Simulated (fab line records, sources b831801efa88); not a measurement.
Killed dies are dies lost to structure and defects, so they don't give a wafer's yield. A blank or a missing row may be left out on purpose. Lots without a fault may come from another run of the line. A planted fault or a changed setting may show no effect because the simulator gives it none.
Tool commonality check | flow gf180mcu | 10 lots, 30 wafers sampled

WHY IT WAS OPENED
At GF_MIM_RS_MEAS_10 the reading MIM_ALCU_RS is flagged on 2 of 10 lots. Wafers without a fault read 0.1612 ohm/sq, standard deviation 0.0016.
Rule: a lot is flagged when every wafer of it that has a number lies more than 4 standard deviations from that mean, or none has a number. The other lots count as sound.

lot  | measured     | on            | MIM_ALCU_RS (ohm/sq), wafer by wafer | flag
L796 | day 25 19:55 | film_metro-01 | 0.1637 0.1608 0.1597                 |
L798 | day 26 12:46 | film_metro-02 | 0.1630 0.1641 0.1615                 |
L799 | day 26 20:02 | film_metro-03 | 0.1426 0.1423 0.1426                 | FLAGGED
L800 | day 27 01:37 | film_metro-02 | 0.1456 0.1430 0.1450                 | FLAGGED
L808 | day 29 07:52 | film_metro-03 | 0.1634 0.1607 0.1614                 |
L811 | day 30 05:23 | film_metro-03 | 0.1605 0.1586 0.1568                 |
L810 | day 30 06:56 | film_metro-03 | 0.1608 0.1626 0.1639                 |
L813 | day 30 23:05 | film_metro-02 | 0.1606 0.1592 0.1593                 |
L812 | day 31 00:56 | film_metro-02 | 0.1612 0.1592 0.1612                 |
L814 | day 31 04:25 | film_metro-03 | 0.1604 0.1622 0.1634                 |
The numbers of the flagged lots are 0.1435 ohm/sq on average: -0.0177 ohm/sq against the usual, or -11 standard deviations.

WHICH TOOL RAN EACH LOT
The record holds 4 process steps before the reading, out of a route of 602 steps. In each cell: the tool, then ch and the chambers that the sampled wafers went through, then the start.
lot  | flag    | GF_V4_CVD_02                    | GF_MIM_SPUTTER_00            | GF_MIM_SPUTTER_03            | GF_MIM_SPUTTER_08
L796 |         | pecvd-01 ch 0,2, day 24 19:50   | pvd_sputter-01, day 25 19:29 | pvd_sputter-01, day 25 19:38 | pvd_sputter-02, day 25 19:50
L798 |         | pecvd-01 ch 0,1, day 25 13:14   | pvd_sputter-03, day 26 12:20 | pvd_sputter-03, day 26 12:29 | pvd_sputter-01, day 26 12:41
L799 | FLAGGED | pecvd-04 ch 0,2, day 25 20:31   | pvd_sputter-03, day 26 19:37 | pvd_sputter-03, day 26 19:47 | pvd_sputter-02, day 26 19:59
L800 | FLAGGED | pecvd-04 ch 0,1,2, day 26 02:27 | pvd_sputter-03, day 27 01:12 | pvd_sputter-03, day 27 01:22 | pvd_sputter-02, day 27 01:34
L808 |         | pecvd-04 ch 0,1,2, day 28 10:31 | pvd_sputter-01, day 29 07:27 | pvd_sputter-01, day 29 07:37 | pvd_sputter-03, day 29 07:48
L811 |         | pecvd-03 ch 0,1,2, day 29 08:18 | pvd_sputter-03, day 30 04:56 | pvd_sputter-03, day 30 05:05 | pvd_sputter-02, day 30 05:17
L810 |         | pecvd-04 ch 1,2, day 29 09:35   | pvd_sputter-03, day 30 06:28 | pvd_sputter-03, day 30 06:38 | pvd_sputter-02, day 30 06:50
L813 |         | pecvd-04 ch 0,1,2, day 30 02:34 | pvd_sputter-02, day 30 22:40 | pvd_sputter-02, day 30 22:50 | pvd_sputter-03, day 30 23:02
L812 |         | pecvd-03 ch 0,2, day 30 04:14   | pvd_sputter-02, day 31 00:31 | pvd_sputter-02, day 31 00:41 | pvd_sputter-03, day 31 00:53
L814 |         | pecvd-03 ch 0,2, day 30 07:53   | pvd_sputter-03, day 31 03:59 | pvd_sputter-03, day 31 04:09 | pvd_sputter-02, day 31 04:21
What these steps do:
- GF_V4_CVD_02: deposits SiO2 from TEOS, target thk 850 nm, time 94.851 s.
- GF_MIM_SPUTTER_00: material Ti, target thk 37.5 nm, time 150 s.
- GF_MIM_SPUTTER_03: material Ti, target thk 10 nm, time 6.7 s.
- GF_MIM_SPUTTER_08: material AlCu, target thk 200 nm, time 10.6 s.
- GF_MIM_RS_MEAS_10: measures by four-point-probe.

FLAGGED OVER TOTAL, TOOL BY TOOL (the gauges that took the reading come last)
step              | tool           | lots run | flagged | share of the flagged lots | sound lots run after its first flagged lot
GF_V4_CVD_02      | pecvd-01       | 2        | 0       | none                      | -
GF_V4_CVD_02      | pecvd-03       | 3        | 0       | none                      | -
GF_V4_CVD_02      | pecvd-04       | 5        | 2       | all                       | 3 (L808,L810,L813)
GF_MIM_SPUTTER_00 | pvd_sputter-01 | 2        | 0       | none                      | -
GF_MIM_SPUTTER_00 | pvd_sputter-02 | 2        | 0       | none                      | -
GF_MIM_SPUTTER_00 | pvd_sputter-03 | 6        | 2       | all                       | 3 (L811,L810,L814)
GF_MIM_SPUTTER_03 | pvd_sputter-01 | 2        | 0       | none                      | -
GF_MIM_SPUTTER_03 | pvd_sputter-02 | 2        | 0       | none                      | -
GF_MIM_SPUTTER_03 | pvd_sputter-03 | 6        | 2       | all                       | 3 (L811,L810,L814)
GF_MIM_SPUTTER_08 | pvd_sputter-01 | 1        | 0       | none                      | -
GF_MIM_SPUTTER_08 | pvd_sputter-02 | 6        | 2       | all                       | 3 (L811,L810,L814)
GF_MIM_SPUTTER_08 | pvd_sputter-03 | 3        | 0       | none                      | -
GF_MIM_RS_MEAS_10 | film_metro-01  | 1        | 0       | none                      | -
GF_MIM_RS_MEAS_10 | film_metro-02  | 4        | 1       | some                      | 2 (L813,L812)
GF_MIM_RS_MEAS_10 | film_metro-03  | 5        | 1       | some                      | 4 (L808,L811,L810,L814)

WHAT THE TABLE ALLOWS
4 rows of the table ran every flagged lot: pecvd-04 at GF_V4_CVD_02, pvd_sputter-03 at GF_MIM_SPUTTER_00, pvd_sputter-03 at GF_MIM_SPUTTER_03, pvd_sputter-02 at GF_MIM_SPUTTER_08.
- pecvd-04 at GF_V4_CVD_02: 2 of its 5 lots flagged. Sound lots ran on it after the first flagged one (L808, L810, L813), which a lasting fault on the whole tool wouldn't allow.
- pvd_sputter-03 at GF_MIM_SPUTTER_00: 2 of its 6 lots flagged. Sound lots ran on it after the first flagged one (L811, L810, L814), which a lasting fault on the whole tool wouldn't allow.
- pvd_sputter-03 at GF_MIM_SPUTTER_03: 2 of its 6 lots flagged. Sound lots ran on it after the first flagged one (L811, L810, L814), which a lasting fault on the whole tool wouldn't allow.
- pvd_sputter-02 at GF_MIM_SPUTTER_08: 2 of its 6 lots flagged. Sound lots ran on it after the first flagged one (L811, L810, L814), which a lasting fault on the whole tool wouldn't allow. Its own readings lie more than 4 standard deviations out on every wafer of the flagged lots: cathode_dc_power_W.
No row of the table ran every flagged lot and no sound lot after the first.

WHAT THE SIMULATOR HAD PUT IN
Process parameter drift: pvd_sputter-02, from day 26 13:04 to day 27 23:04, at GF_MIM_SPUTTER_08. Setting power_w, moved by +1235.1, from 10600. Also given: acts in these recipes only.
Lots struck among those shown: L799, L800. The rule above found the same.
